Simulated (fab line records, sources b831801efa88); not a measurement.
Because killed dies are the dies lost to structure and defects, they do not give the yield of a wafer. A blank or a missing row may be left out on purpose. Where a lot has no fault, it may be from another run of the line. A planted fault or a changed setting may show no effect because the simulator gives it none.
Problem report in the 8D (eight disciplines) form, filled by code + flow sky130 + the parts of the form that need people (team, actions taken, sign-off) are left out

== 1. WHAT IS WRONG ==
Mean of oes product au at SKY_METAL3_METAL_ETCH_18: 0.803 a.u. over 2 wafers from 1 lot, against 0.865 a.u. (standard deviation 0.0062) on wafers with no fault. Relative to the usual mean, that is a shift of -10 standard deviations.
The step: etches the open film in Cl2/BCl3, stops on SiO2, target depth 845 nm, time 183.1 s.
Earliest sighting: wafer L417.5 on rie metal-02 at day 41 12:07. Wafers with a number at this step in the record: 33, from 11 lots. The rule behind "out" and "out of limits": a value lying over 4 standard deviations away from the usual mean. The rest of the wafers with a number are treated as sound.

== 2. WHAT IT IS AND WHAT IT IS NOT ==
| question                    | is                | is not                                                                                             |
|-----------------------------|-------------------|----------------------------------------------------------------------------------------------------|
| which readings at this step | oes product au    | drypump motor current A, throttle valve pct                                                        |
| which lots                  | L417              | L408, L410, L411, L412, L425, L426, L427, L429, L430, L431                                         |
| which wafers of those lots  | L417.5, L417.6    | L417.3                                                                                             |
| read on which tools         | rie metal-02      | rie metal-01, rie metal-03                                                                         |
| when                        | from day 41 12:07 | up to then (13 sound wafers); but 18 sound wafers of L425, L426, L427, L429, L430, L431 came after |

== 3. SUSPECTS, AND WHAT RULES EACH OUT ==
Counting: any tool at a process step up to the reading remains a suspect provided it ran every lot that is out. Sound lots after the first of them don't rule it out here, since some wafers of a struck lot are sound.
- rie metal-02 at SKY_METAL3_METAL_ETCH_18 (etches the open film in Cl2/BCl3, stops on SiO2, target depth 845 nm, time 183.1 s): kept. L417, the lot that is out, went through it at day 41 12:07; up to then, the latest sound lot through it was L412 at day 40 09:05. On those wafers its own readings are out: oes product au.
Left after counting: rie metal-02 at SKY_METAL3_METAL_ETCH_18.

== 4. THE CAUSE (what the simulator had put in) ==
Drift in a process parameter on rie metal-02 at SKY_METAL3_METAL_ETCH_18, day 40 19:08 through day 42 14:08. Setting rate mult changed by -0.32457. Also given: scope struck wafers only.
After counting, this tool was the only one left.

== 5. THE CHAIN OF EFFECTS, in route order ==
Each row: a reading where the mean over the struck wafers with a number is more than 3 standard deviations away from the usual. Only readings whose record carries a usual standard deviation are examined. hours: median over the lots of the time between each lot's start at the first step of this table that gives one and its start at this step. sigmas: the change, counted in usual standard deviations.
| hours | step                     | reading                  | usual      | on struck wafers | change | sigmas |
|-------|--------------------------|--------------------------|------------|------------------|--------|--------|
| 0     | SKY_METAL3_METAL_ETCH_18 | oes product au           | 0.865 a.u. | 0.803            | -0.062 | -10    |
| 0     | SKY_METAL3_STRIP_19      | oes product au           | 0.501 a.u. | 0.575            | +0.074 | +11    |
| 0     | SKY_METAL3_STRIP_19      | strip time to endpoint s | 6.50 s     | 8.21             | +1.71  | +16    |
| 161   | SKY_PAD_OPEN_PROBE_99    | defect limited yield     | 82.6 %     | 0.0              | -82.6  | -43    |
| 161   | SKY_PAD_OPEN_PROBE_99    | killed_at_M0_to_M3       | 42         | 446              | +404   | +57    |
| 161   | SKY_PAD_OPEN_PROBE_99    | killed dies              | 86         | 492              | +406   | +42    |
| 161   | SKY_PAD_OPEN_PROBE_99    | killed on rim            | 17         | 96               | +79    | +21    |
| 161   | SKY_PAD_OPEN_PROBE_99    | sort_bin_5_function      | 10.2 %     | 92.8             | +82.6  | +55    |
| 161   | SKY_PAD_OPEN_PROBE_99    | sort n pass              | 406        | 0                | -406   | -42    |
| 161   | SKY_PAD_OPEN_PROBE_99    | sort yield pct           | 82.6 %     | 0.0              | -82.6  | -43    |
Process steps it contains:
- SKY_METAL3_METAL_ETCH_18: etches the open film in Cl2/BCl3, stops on SiO2, target depth 845 nm, time 183.1 s.
- SKY_METAL3_STRIP_19: strips in O2/N2.
- SKY_PAD_OPEN_PROBE_99

== 6. WHAT WOULD HAVE CAUGHT IT SOONER ==
First out-of-limits reading in this record: day 41 12:07, which is 17 hours after fault onset at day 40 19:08.
